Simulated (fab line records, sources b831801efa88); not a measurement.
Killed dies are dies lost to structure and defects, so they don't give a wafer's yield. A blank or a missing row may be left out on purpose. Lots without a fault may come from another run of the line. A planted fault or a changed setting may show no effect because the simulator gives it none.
Which tool did it? | flow sky130 | 24 lots, 72 wafers sampled, at 6 steps of a route of 708

WHAT THE GAUGES READ, wafer by wafer
SKY_SD_N_RS_MEAS_18: measures by four-point-probe.
lot  | measured     | on            | RES_XHIGH_RS (ohm/sq)
L074 | day 27 19:10 | film_metro-01 | 335.4 335.7 334.3
L075 | day 28 15:22 | film_metro-03 | 333.5 334.1 332.1
L076 | day 29 03:07 | film_metro-01 | 333.1 334.5 333.3
L077 | day 29 09:01 | film_metro-03 | 333.7 333.0 333.6
L078 | day 29 13:43 | film_metro-01 | 333.4 334.2 333.6
L079 | day 29 22:10 | film_metro-01 | 334.6 333.7 334.7
L080 | day 30 04:48 | film_metro-01 | 335.0 334.4 334.8
L081 | day 30 15:30 | film_metro-03 | 332.4 332.3 332.4
L082 | day 31 05:01 | film_metro-03 | 334.3 334.1 332.5
L083 | day 31 10:47 | film_metro-04 | 335.5 333.9 334.5
L085 | day 31 20:34 | film_metro-04 | 332.8 333.0 332.1
L084 | day 31 21:24 | film_metro-04 | 331.8 332.5 332.0
L086 | day 32 06:13 | film_metro-04 | 330.5 329.0 329.6
L087 | day 32 12:28 | film_metro-03 | 332.8 334.3 333.0
L088 | day 33 01:50 | film_metro-03 | 335.3 335.6 336.3
L089 | day 33 15:37 | film_metro-01 | 333.3 334.0 333.9
L091 | day 33 19:15 | film_metro-03 | 333.8 334.4 333.5
L090 | day 33 22:58 | film_metro-03 | 333.7 332.1 333.6
L092 | day 34 03:20 | film_metro-01 | 335.4 336.7 337.1
L093 | day 34 13:34 | film_metro-01 | 333.2 332.9 333.1
L095 | day 34 14:04 | film_metro-03 | 333.2 332.7 332.3
L094 | day 34 16:46 | film_metro-04 | 330.9 331.5 331.3
L096 | day 34 20:09 | film_metro-03 | 332.3 334.0 332.6
L097 | day 35 12:50 | film_metro-01 | 334.4 336.0 334.6

SKY_VIA1_RS_MEAS_22: measures by four-point-probe.
lot  | measured     | on            | VIA1_W_RS (ohm/sq)
L074 | day 33 20:46 | film_metro-04 | 0.426 0.427 0.427
L075 | day 34 16:40 | film_metro-01 | 0.432 0.430 0.428
L076 | day 35 03:16 | film_metro-01 | 0.427 0.431 0.434
L077 | day 35 08:04 | film_metro-04 | 0.424 0.405 0.427
L078 | day 35 12:25 | film_metro-04 | 0.399 0.398 0.402
L079 | day 35 20:29 | film_metro-01 | 0.411 0.409 0.410
L080 | day 36 01:58 | film_metro-01 | 0.411 0.435 0.408
L081 | day 36 13:46 | film_metro-01 | 0.407 0.429 0.402
L082 | day 37 00:43 | film_metro-04 | 0.432 0.429 0.431
L083 | day 37 07:07 | film_metro-04 | 0.412 0.438 0.414
L085 | day 37 13:42 | film_metro-04 | 0.435 0.431 0.432
L084 | day 37 16:29 | film_metro-04 | 0.429 0.429 0.433
L086 | day 38 01:28 | film_metro-03 | 0.430 0.428 0.432
L087 | day 38 06:54 | film_metro-04 | 0.410 0.431 0.431
L088 | day 38 18:01 | film_metro-01 | 0.425 0.425 0.424
L089 | day 39 07:31 | film_metro-01 | 0.413 0.433 0.416
L091 | day 39 10:03 | film_metro-03 | 0.429 0.406 0.412
L090 | day 39 15:32 | film_metro-01 | 0.435 0.435 0.440
L092 | day 39 17:17 | film_metro-03 | 0.408 0.412 0.430
L093 | day 40 04:52 | film_metro-01 | 0.413 0.437 0.409
L095 | day 40 06:11 | film_metro-01 | 0.433 0.436 0.433
L094 | day 40 06:36 | film_metro-01 | 0.432 0.443 0.434
L096 | day 40 10:04 | film_metro-01 | 0.430 0.412 0.428
L097 | day 41 03:10 | film_metro-01 | 0.403 0.410 0.429

SKY_VIA3_OVL_MEAS_13.
lot  | measured     | on         | VIA3_OVL (nm)
L074 | day 39 11:49 | overlay-01 | 3 5 -2
L075 | day 40 05:57 | overlay-02 | -9 6 -4
L076 | day 40 15:53 | overlay-02 | -12 -12 -17
L077 | day 40 19:57 | overlay-02 | 1 -8 -1
L078 | day 41 00:23 | overlay-02 | -8 -3 2
L079 | day 41 08:12 | overlay-01 | 7 16 6
L080 | day 41 12:05 | overlay-01 | 0 -2 -2
L081 | day 41 23:38 | overlay-02 | 10 6 6
L082 | day 42 11:07 | overlay-02 | 5 -1 1
L083 | day 42 16:35 | overlay-01 | -6 -6 -4
L085 | day 42 22:35 | overlay-02 | 0 -3 3
L084 | day 42 23:34 | overlay-01 | -4 -6 -1
L086 | day 43 09:05 | overlay-01 | -11 4 -7
L087 | day 43 13:12 | overlay-01 | 5 -2 6
L088 | day 43 23:26 | overlay-02 | -12 -7 -4
L089 | day 44 10:46 | overlay-02 | 5 -7 -1
L091 | day 44 14:19 | overlay-01 | 4 1 3
L090 | day 44 19:21 | overlay-01 | -3 -2 2
L092 | day 44 20:11 | overlay-02 | 5 8 7
L093 | day 45 06:14 | overlay-02 | 0 9 0
L095 | day 45 07:28 | overlay-02 | 4 2 2
L094 | day 45 08:30 | overlay-01 | -3 2 -6
L096 | day 45 10:22 | overlay-01 | -9 -10 -10
L097 | day 46 03:13 | overlay-01 | 6 10 6

WHICH TOOL RAN EACH LOT (tool, then ch and the chambers of the sampled wafers, then the start)
lot  | SKY_CONTACT_ETCH_18                           | SKY_METAL3_SPUTTER_01        | SKY_METAL3_SPUTTER_03
L074 | rie_diel-04 ch 0,2,3, day 33 20:46 or earlier | pvd_sputter-04, day 36 04:58 | pvd_sputter-04, day 36 05:02
L075 | rie_diel-02 ch 0,1,3, day 34 16:40 or earlier | pvd_sputter-04, day 36 23:56 | pvd_sputter-04, day 36 23:59
L076 | rie_diel-04 ch 0,1,3, day 35 03:16 or earlier | pvd_sputter-04, day 37 11:58 | pvd_sputter-04, day 37 12:02
L077 | rie_diel-01 ch 2,3, day 35 08:04 or earlier   | pvd_sputter-01, day 37 15:08 | pvd_sputter-01, day 37 15:11
L078 | rie_diel-02 ch 1,2,3, day 35 12:25 or earlier | pvd_sputter-01, day 37 19:37 | pvd_sputter-01, day 37 19:40
L079 | rie_diel-01 ch 0,1,2, day 35 20:29 or earlier | pvd_sputter-01, day 38 03:31 | pvd_sputter-01, day 38 03:35
L080 | rie_diel-01 ch 1,2, day 36 01:58 or earlier   | pvd_sputter-04, day 38 08:13 | pvd_sputter-04, day 38 08:17
L081 | rie_diel-01 ch 0,2,3, day 36 13:46 or earlier | pvd_sputter-04, day 38 21:10 | pvd_sputter-04, day 38 21:13
L082 | rie_diel-01 ch 0,3, day 37 00:43 or earlier   | pvd_sputter-04, day 39 07:47 | pvd_sputter-04, day 39 07:52
L083 | rie_diel-04 ch 1,2,3, day 37 07:07 or earlier | pvd_sputter-01, day 39 13:43 | pvd_sputter-01, day 39 13:47
L085 | rie_diel-04 ch 0,1, day 37 13:42 or earlier   | pvd_sputter-01, day 39 20:09 | pvd_sputter-01, day 39 20:13
L084 | rie_diel-04 ch 0,2,3, day 37 16:29 or earlier | pvd_sputter-03, day 39 21:44 | pvd_sputter-03, day 39 21:49
L086 | rie_diel-02 ch 1,2, day 38 01:28 or earlier   | pvd_sputter-01, day 40 07:03 | pvd_sputter-01, day 40 07:07
L087 | rie_diel-02 ch 0,1,2, day 38 06:54 or earlier | pvd_sputter-04, day 40 12:04 | pvd_sputter-04, day 40 12:08
L088 | rie_diel-04 ch 0,3, day 38 18:01 or earlier   | pvd_sputter-01, day 40 22:20 | pvd_sputter-01, day 40 22:24
L089 | rie_diel-02 ch 1,2,3, day 39 07:31 or earlier | pvd_sputter-01, day 41 11:29 | pvd_sputter-01, day 41 11:33
L091 | rie_diel-01 ch 0,3, day 39 10:03 or earlier   | pvd_sputter-04, day 41 13:55 | pvd_sputter-04, day 41 13:58
L090 | rie_diel-01 ch 1,2,3, day 39 15:32 or earlier | pvd_sputter-01, day 41 19:58 | pvd_sputter-01, day 41 20:01
L092 | rie_diel-04 ch 0,2,3, day 39 17:17 or earlier | pvd_sputter-04, day 41 20:35 | pvd_sputter-04, day 41 20:39
L093 | rie_diel-04 ch 0,2,3, day 40 04:52 or earlier | pvd_sputter-01, day 42 07:54 | pvd_sputter-01, day 42 07:58
L095 | rie_diel-01 ch 0,2,3, day 40 06:11 or earlier | pvd_sputter-03, day 42 09:06 | pvd_sputter-03, day 42 09:10
L094 | rie_diel-02 ch 1,2, day 40 06:36 or earlier   | pvd_sputter-03, day 42 10:08 | pvd_sputter-03, day 42 10:11
L096 | rie_diel-01 ch 0,1,2, day 40 10:04 or earlier | pvd_sputter-01, day 42 13:07 | pvd_sputter-01, day 42 13:11
L097 | rie_diel-04 ch 1,2,3, day 41 03:10 or earlier | pvd_sputter-04, day 43 05:50 | pvd_sputter-04, day 43 05:54
- SKY_CONTACT_ETCH_18: etches Si3N4 in CHF3/O2, stops on TiN, time 39 s, target depth 75 nm.
- SKY_METAL3_SPUTTER_01: material TiN, target thk 20 nm, time 16.7 s.
- SKY_METAL3_SPUTTER_03: material Ti, target thk 5 nm, time 3.3 s.

WHAT THE TOOLS THEMSELVES READ (means of the sampled wafers that have a number; where no wafer has one, the mark that the record gives instead)
SKY_CONTACT_ETCH_18.
lot  | tool        | drypump_motor_current_A (A) | oes_product_au (a.u.) | rf_fwd_power_W (W) | throttle_valve_pct (%)
L074 | rie_diel-04 | 5.6                         | 0.854                 | 595.4              | 8.789
L075 | rie_diel-02 | 5.9                         | 0.855                 | 593.3              | 8.796
L076 | rie_diel-04 | 5.5                         | 0.850                 | 592.6              | 8.793
L077 | rie_diel-01 | 5.9                         | 0.856                 | 594.2              | 8.794
L078 | rie_diel-02 | 5.4                         | 0.855                 | 593.5              | 8.795
L079 | rie_diel-01 | 5.8                         | 0.848                 | 594.6              | 8.784
L080 | rie_diel-01 | 5.7                         | 0.852                 | 592.5              | 8.795
L081 | rie_diel-01 | 6.0                         | 0.856                 | 592.3              | 8.784
L082 | rie_diel-01 | 6.1                         | 0.848                 | 593.6              | 8.786
L083 | rie_diel-04 | 5.8                         | 0.865                 | 594.7              | 8.796
L085 | rie_diel-04 | 5.2                         | 0.851                 | 595.3              | 8.794
L084 | rie_diel-04 | 5.6                         | 0.856                 | 597.1              | 8.794
L086 | rie_diel-02 | 5.4                         | 0.852                 | 592.3              | 8.792
L087 | rie_diel-02 | 5.9                         | 0.846                 | 592.5              | 8.787
L088 | rie_diel-04 | 5.5                         | 0.857                 | 596.0              | 8.795
L089 | rie_diel-02 | 5.4                         | 0.862                 | 591.9              | 8.802
L091 | rie_diel-01 | 6.0                         | 0.852                 | 592.3              | 8.791
L090 | rie_diel-01 | 5.8                         | 0.859                 | 592.6              | 8.791
L092 | rie_diel-04 | 5.6                         | 0.858                 | 594.9              | 8.788
L093 | rie_diel-04 | 5.6                         | 0.852                 | 595.4              | 8.792
L095 | rie_diel-01 | 6.0                         | 0.857                 | 592.7              | 8.804
L094 | rie_diel-02 | 5.7                         | 0.863                 | 590.9              | 8.798
L096 | rie_diel-01 | 5.9                         | 0.853                 | 595.0              | 8.798
L097 | rie_diel-04 | 5.8                         | 0.848                 | 593.6              | 8.796

SKY_METAL3_SPUTTER_01.
lot  | tool           | cathode_dc_power_W (W) | throttle_valve_pct (%)
L074 | pvd_sputter-04 | 6499.3                 | 29.8
L075 | pvd_sputter-04 | 6499.5                 | 29.0
L076 | pvd_sputter-04 | 6500.7                 | 30.2
L077 | pvd_sputter-01 | 6499.8                 | 30.6
L078 | pvd_sputter-01 | 6499.3                 | 30.5
L079 | pvd_sputter-01 | 6500.6                 | 31.1
L080 | pvd_sputter-04 | 6500.7                 | 30.4
L081 | pvd_sputter-04 | 6500.1                 | 30.4
L082 | pvd_sputter-04 | 6500.9                 | 29.0
L083 | pvd_sputter-01 | 6499.8                 | 31.2
L085 | pvd_sputter-01 | 6499.8                 | 30.7
L084 | pvd_sputter-03 | 6498.9                 | 30.0
L086 | pvd_sputter-01 | 6499.4                 | 31.2
L087 | pvd_sputter-04 | 6500.4                 | 30.3
L088 | pvd_sputter-01 | 6500.0                 | 30.4
L089 | pvd_sputter-01 | 6500.7                 | 30.4
L091 | pvd_sputter-04 | 6500.1                 | 30.3
L090 | pvd_sputter-01 | 6500.4                 | 31.1
L092 | pvd_sputter-04 | 6499.7                 | 29.0
L093 | pvd_sputter-01 | 6499.7                 | 30.6
L095 | pvd_sputter-03 | 6501.5                 | 29.7
L094 | pvd_sputter-03 | 6500.3                 | 30.3
L096 | pvd_sputter-01 | 6499.5                 | 30.6
L097 | pvd_sputter-04 | 6500.0                 | 30.2

SKY_METAL3_SPUTTER_03.
lot  | tool           | cathode_dc_power_W (W) | throttle_valve_pct (%)
L074 | pvd_sputter-04 | 2999.9                 | 30.1
L075 | pvd_sputter-04 | 3000.7                 | 29.3
L076 | pvd_sputter-04 | 2999.6                 | 30.3
L077 | pvd_sputter-01 | 3000.5                 | 30.5
L078 | pvd_sputter-01 | 3000.3                 | 30.9
L079 | pvd_sputter-01 | 3000.1                 | 31.0
L080 | pvd_sputter-04 | 2999.8                 | 30.5
L081 | pvd_sputter-04 | 3000.7                 | 30.1
L082 | pvd_sputter-04 | 3000.3                 | 29.0
L083 | pvd_sputter-01 | 3000.0                 | 31.2
L085 | pvd_sputter-01 | 2999.9                 | 30.5
L084 | pvd_sputter-03 | 2999.9                 | 29.9
L086 | pvd_sputter-01 | 2999.8                 | 31.0
L087 | pvd_sputter-04 | 3000.4                 | 30.2
L088 | pvd_sputter-01 | 3000.3                 | 30.7
L089 | pvd_sputter-01 | 3000.7                 | 30.3
L091 | pvd_sputter-04 | 3000.0                 | 30.3
L090 | pvd_sputter-01 | 2999.4                 | 31.1
L092 | pvd_sputter-04 | 2999.8                 | 29.1
L093 | pvd_sputter-01 | 3000.5                 | 30.7
L095 | pvd_sputter-03 | 3000.4                 | 29.8
L094 | pvd_sputter-03 | 2999.8                 | 30.4
L096 | pvd_sputter-01 | 2999.5                 | 30.7
L097 | pvd_sputter-04 | 2999.8                 | 30.2

THE ANSWER, worked out from the rows above alone
Rule: what is usual is taken from the lots themselves. Put in order of their means at a reading, lots are off if they are a third of the lots or fewer, leave a main group of 4 or more, and stand apart from it by a gap of 3 or more times the standard deviation of the main group's means; of several such gaps the widest counts. A main group whose means are all the same, to the digits that the tables above print for the reading, isn't used. A lot without any number at a reading at which 4 lots or more have one is off too. The other lots that the step has rows for count as sound. The gauges are gone through in route order, then the tools' own readings, and for those a lot's mean is taken as printed above. The first step at which some lot is off is used, and at that step the reading that is off furthest; a lot without a number counts as furthest.
No lot is off at any reading shown: from this, nothing can be told.

WHAT THE SIMULATOR HAD PUT IN
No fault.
